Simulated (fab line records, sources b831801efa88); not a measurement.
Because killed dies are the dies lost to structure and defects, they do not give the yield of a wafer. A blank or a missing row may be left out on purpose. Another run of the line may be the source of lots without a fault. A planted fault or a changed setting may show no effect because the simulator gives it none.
fab line records | flow sky130
[record] lots = 13 wafers = 39 last-day = 50
route steps=708 shown NWELL@64 POLY_CUT@315 SD_P@328
lots untouched by any fault: they come from a run of this same line in which no faults occurred
start-h: hours from the record's opening day to when the first of the lot's shown wafers began | wait-h: hours from the lot's prior step to this one | " as in the row above | L1.1+2: several wafers, shown together as one row | - no value present, or no start provided | * or withheld: withheld | < > ~ a bound
route shown NAME@n: NAME is a module with steps in the file, n the number in the route of the first one | usual: the fault-free wafers' mean and standard deviation | same: alike in all rows | chamber/n: place in a boat | sites: readings site by site | _std_site: standard deviation across them | _edge_site: outer sites' mean less inner sites' | radius-mm: how far each site lies from the wafer's centre | mask NAME#n: copy n | behind: tool/chamber where the wafer was last shaped | hold: why the lot was held/for how many hours/how that ended | device: which transistor (n, p or np) failed to switch | end of line: the tests these same wafers got at the end of their route | a step with no rows: only its recipe | killed: not the wafer's yield, but the dies lost to structure and defects at the first sort | map: the dies of a wafer, with x for killed, . for not killed, _ for no die there
set.NAME: the run value of the setting; set.NAME@STEP: its run value at that earlier step | model.NAME: the simulator's own value behind a step, which no gauge read
a sample of lots followed through the steps of the route, with each step as a table and each wafer as a row
services: from which hour (start-h, from the record's first day; less than 0 if before it) a tool's chamber was out of use, for how many hours, and why
[[steps]]
[step SKY_NWELL_IMPLANT_11]
[recipe] species = P energy-kev = 400 dose-cm2 = 1.9e+13 tilt-deg = withheld
[usual] dose-ions-cm2 = 1.8998e+13/1.9e+10 end-station-pressure-torr = 5.09e-06/2.7e-07
// columns lot.wafer tool chamber start-h wait-h dose-ions-cm2 end-station-pressure-torr
L392.1 implanter-01 0 84.42 0.0 1.8962e+13 5.01e-06
L392.4 " 0 " " 1.8986e+13 5.01e-06
L392.5 " 0 " " 1.8978e+13 5.02e-06
L397.2 implanter-03 0 117.40 0.0 1.9014e+13 5.15e-06
L397.3 " 0 " " 1.9034e+13 4.89e-06
L397.5 " 0 " " 1.9007e+13 5.13e-06
L398.2 implanter-01 0 125.28 0.0 1.8969e+13 5.29e-06
L398.3 " 0 " " 1.9001e+13 4.9e-06
L398.6 " 0 " " 1.8999e+13 5.34e-06
L400.2 implanter-03 0 133.60 0.0 1.9005e+13 5.24e-06
L400.3 " 0 " " 1.898e+13 5.49e-06
L400.5 " 0 " " 1.8993e+13 5.17e-06
L402.1 implanter-03 0 151.72 0.0 1.8975e+13 5.44e-06
L402.3 " 0 " " 1.9015e+13 5.22e-06
L402.5 " 0 " " 1.8981e+13 4.98e-06
L403.3 implanter-03 0 153.37 0.1 1.9033e+13 5.12e-06
L403.5 " 0 " " 1.8994e+13 5.35e-06
L403.6 " 0 " " 1.9023e+13 5.25e-06
L404.1 implanter-04 0 156.72 0.0 1.8983e+13 4.79e-06
L404.2 " 0 " " 1.8972e+13 4.89e-06
L404.4 " 0 " " 1.9008e+13 5.64e-06
L405.4 implanter-01 0 162.48 0.1 1.9011e+13 4.86e-06
L405.5 " 0 " " 1.9026e+13 5.21e-06
L405.6 " 0 " " 1.9024e+13 5e-06
L408.2 implanter-04 0 179.92 0.0 1.8992e+13 5.11e-06
L408.4 " 0 " " 1.8975e+13 4.91e-06
L408.5 " 0 " " 1.9e+13 5.32e-06
L409.1 implanter-04 0 188.41 0.0 1.9002e+13 4.87e-06
L409.3 " 0 " " 1.8995e+13 5.31e-06
L409.4 " 0 " " 1.8995e+13 5.19e-06
L410.3 implanter-01 0 192.46 0.1 1.9015e+13 5.22e-06
L410.4 " 0 " " 1.8998e+13 5.07e-06
L410.6 " 0 " " 1.9e+13 5.11e-06
L411.1 implanter-04 0 200.81 0.0 1.9481e+13 5.21e-06
L411.2 " 0 " " 1.9496e+13 5.33e-06
L411.5 " 0 " " 1.9486e+13 5.31e-06
L412.4 implanter-04 0 206.57 0.1 1.9453e+13 5.28e-06
L412.5 " 0 " " 1.9482e+13 5.04e-06
L412.6 " 0 " " 1.946e+13 4.88e-06
[step SKY_NWELL_TW_MEAS_26]
[usual] NWELL_2_TW = 493/3.2
// columns lot.wafer tool chamber start-h wait-h NWELL_2_TW
L392.1 film-metro-02 - 102.11 0.1 496
L392.4 " - " " 490
L392.5 " - " " 493
L397.2 film-metro-04 - 136.15 0.1 493
L397.3 " - " " 494
L397.5 " - " " 491
L398.2 film-metro-02 - 145.02 0.1 492
L398.3 " - " " 493
L398.6 " - " " 494
L400.2 film-metro-04 - 153.47 0.1 485
L400.3 " - " " 489
L400.5 " - " " 487
L402.1 film-metro-02 - 172.66 0.1 498
L402.3 " - " " 496
L402.5 " - " " 494
L403.3 film-metro-02 - 174.49 0.1 500
L403.5 " - " " 499
L403.6 " - " " 498
L404.1 film-metro-02 - 177.67 0.1 499
L404.2 " - " " 496
L404.4 " - " " 497
L405.4 film-metro-02 - 183.40 0.1 496
L405.5 " - " " 497
L405.6 " - " " 491
L408.2 film-metro-02 - 201.43 0.1 492
L408.4 " - " " 492
L408.5 " - " " 493
L409.1 film-metro-03 - 210.57 0.1 491
L409.3 " - " " 495
L409.4 " - " " 495
L410.3 film-metro-04 - 213.99 0.1 491
L410.4 " - " " 493
L410.6 " - " " 492
L411.1 film-metro-02 - 223.17 0.1 492
L411.2 " - " " 490
L411.5 " - " " 494
L412.4 film-metro-02 - 228.80 0.1 494
L412.5 " - " " 495
L412.6 " - " " 494
[step SKY_NWELL_RS_MEAS_29]
[recipe] thk-meas-gauge = four-point-probe
[usual] NWELL_RS = 624.6/1.7
// columns lot.wafer tool chamber start-h wait-h hold NWELL_RS[ohm/sq]
L392.1 film-metro-02 - 102.42 0.2 - 625.6
L392.4 " - " " - 624.6
L392.5 " - " " - 624.3
L397.2 film-metro-02 - 136.37 0.1 - 623.7
L397.3 " - " " - 623.4
L397.5 " - " " - 624.0
L398.2 film-metro-04 - 145.24 0.1 - 622.3
L398.3 " - " " - 624.5
L398.6 " - " " - 623.9
L400.2 film-metro-02 - 153.69 0.1 - 624.5
L400.3 " - " " - 623.9
L400.5 " - " " - 623.1
L402.1 film-metro-03 - 172.87 0.1 - 623.4
L402.3 " - " " - 623.5
L402.5 " - " " - 625.6
L403.3 film-metro-04 - 174.72 0.1 - 627.2
L403.5 " - " " - 627.1
L403.6 " - " " - 626.2
L404.1 film-metro-02 - 177.88 0.1 - 624.3
L404.2 " - " " - 623.5
L404.4 " - " " - 624.9
L405.4 film-metro-02 - 183.64 0.1 - 624.5
L405.5 " - " " - 622.6
L405.6 " - " " - 623.8
L408.2 film-metro-02 - 201.66 0.1 - 626.1
L408.4 " - " " - 624.9
L408.5 " - " " - 622.4
L409.1 film-metro-02 - 210.78 0.1 - 624.0
L409.3 " - " " - 621.3
L409.4 " - " " - 622.3
L410.3 film-metro-04 - 214.22 0.1 - 621.4
L410.4 " - " " - 623.0
L410.6 " - " " - 622.1
L411.1 film-metro-04 - 223.38 0.1 await-dispo/0.2h/release 618.4
L411.2 " - " " await-dispo/0.2h/release 620.0
L411.5 " - " " await-dispo/0.2h/release 618.6
L411.1 film-metro-04 - 223.74 0.3 - 618.8
L411.2 " - " " - 620.0
L411.5 " - " " - 617.7
L412.4 film-metro-03 - 229.04 0.1 await-dispo/0.2h/release 618.1
L412.5 " - " " await-dispo/0.2h/release 615.9
L412.6 " - " " await-dispo/0.2h/release 617.9
L412.4 film-metro-03 - 229.40 0.3 - 616.1
L412.5 " - " " - 617.8
L412.6 " - " " - 617.7
[step SKY_POLY_CUT_CD_MEAS_08]
[recipe] target-cd-nm = 270
[usual] cd-nm = 270.7/1.6
// columns lot.wafer tool chamber start-h wait-h cd-nm
L392.1 cd-sem-02 - 556.00 - 271.9
L392.4 " - " " 271.7
L392.5 " - " " 271.2
L397.2 cd-sem-02 - 610.29 - 272.6
L397.3 " - " " 271.7
L397.5 " - " " 271.6
L398.2 cd-sem-01 - 618.85 - 270.8
L398.3 " - " " 270.1
L398.6 " - " " 269.0
L400.2 cd-sem-02 - 632.89 - 270.5
L400.3 " - " " 269.9
L400.5 " - " " 269.9
L402.1 cd-sem-02 - 653.73 - 268.8
L402.3 " - " " 269.9
L402.5 " - " " 269.0
L403.3 cd-sem-02 - 656.62 - 274.0
L403.5 " - " " 272.3
L403.6 " - " " 273.0
L404.1 cd-sem-02 - 666.92 - 268.7
L404.2 " - " " 268.2
L404.4 " - " " 268.4
L405.4 cd-sem-02 - 669.72 - 268.8
L405.5 " - " " 267.6
L405.6 " - " " 268.6
L408.2 cd-sem-01 - 694.54 - 271.4
L408.4 " - " " 272.5
L408.5 " - " " 272.1
L409.1 cd-sem-02 - 703.97 - 268.5
L409.3 " - " " 269.1
L409.4 " - " " 269.0
L410.3 cd-sem-01 - 709.10 - 272.5
L410.4 " - " " 272.6
L410.6 " - " " 271.6
L411.1 cd-sem-02 - 722.41 - 271.1
L411.2 " - " " 272.0
L411.5 " - " " 271.3
L412.4 cd-sem-02 - 730.37 - 272.1
L412.5 " - " " 270.4
L412.6 " - " " 271.0
[step SKY_SD_P_OVL_MEAS_08]
[usual] SD_P_OVL = 0.9/1.4
// columns lot.wafer tool chamber start-h wait-h SD_P_OVL[nm]
L392.1 overlay-01 - 585.84 0.1 0.8
L392.4 " - " " 0.9
L392.5 " - " " -1.3
L397.2 overlay-02 - 639.79 0.1 -2.4
L397.3 " - " " 0.0
L397.5 " - " " 1.6
L398.2 overlay-02 - 646.99 0.1 2.7
L398.3 " - " " 1.8
L398.6 " - " " 3.1
L400.2 overlay-02 - 661.41 0.1 1.2
L400.3 " - " " 1.9
L400.5 " - " " 0.9
L402.1 overlay-02 - 682.41 0.1 3.9
L402.3 " - " " 1.1
L402.5 " - " " 3.1
L403.3 overlay-02 - 685.29 0.1 3.4
L403.5 " - " " 0.2
L403.6 " - " " 1.9
L404.1 overlay-01 - 694.76 0.1 0.0
L404.2 " - " " -1.6
L404.4 " - " " 1.3
L405.4 overlay-01 - 697.62 0.1 -0.9
L405.5 " - " " 1.0
L405.6 " - " " 1.1
L408.2 overlay-02 - 722.91 0.1 2.0
L408.4 " - " " 2.2
L408.5 " - " " 0.7
L409.1 overlay-02 - 731.03 0.1 1.3
L409.3 " - " " 0.9
L409.4 " - " " 2.7
L410.3 overlay-02 - 737.69 0.1 1.0
L410.4 " - " " -0.6
L410.6 " - " " 2.1
L411.1 overlay-02 - 750.01 0.1 1.7
L411.2 " - " " 1.1
L411.5 " - " " 2.6
L412.4 overlay-02 - 756.86 0.1 1.2
L412.5 " - " " 1.0
L412.6 " - " " -1.7
[[services]]
// columns tool chamber start-h hours kind
implanter-01 - 99.24 2.4 repair
implanter-03 - 100.45 1.5 repair
implanter-01 - 128.74 2.6 repair
[[key]]
[first-sign] step = SKY_NWELL_IMPLANT_11 reading = dose-ions-cm2 direction = up sigmas = 25 usual = * struck = *
[effect] step = SKY_NWELL_RS_MEAS_29 reading = visit direction = added
met-at SKY_NWELL_IMPLANT_11
struck-lots L411,L412
tester-left-out L411,L412
not-acting-at SKY_NWELL_TW_MEAS_26,SKY_POLY_CUT_CD_MEAS_08,SKY_SD_P_OVL_MEAS_08
onset-between 188.41 200.81
[fault] kind = process-parameter-drift tool = implanter-04 chamber = - onset-h = 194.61 steps = SKY_NWELL_IMPLANT_11 channel = dose-cm2 offset = * shape = step end-h = 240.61 acts-in = * stated = *
// tester-left-out: of these lots the tester's yield and bins aren't shown, on N5 and GAA mostly nor the transistor test; their killed dies are dies lost to structure and defects alone, not to doping, threshold or leakage, so they don't give the yield
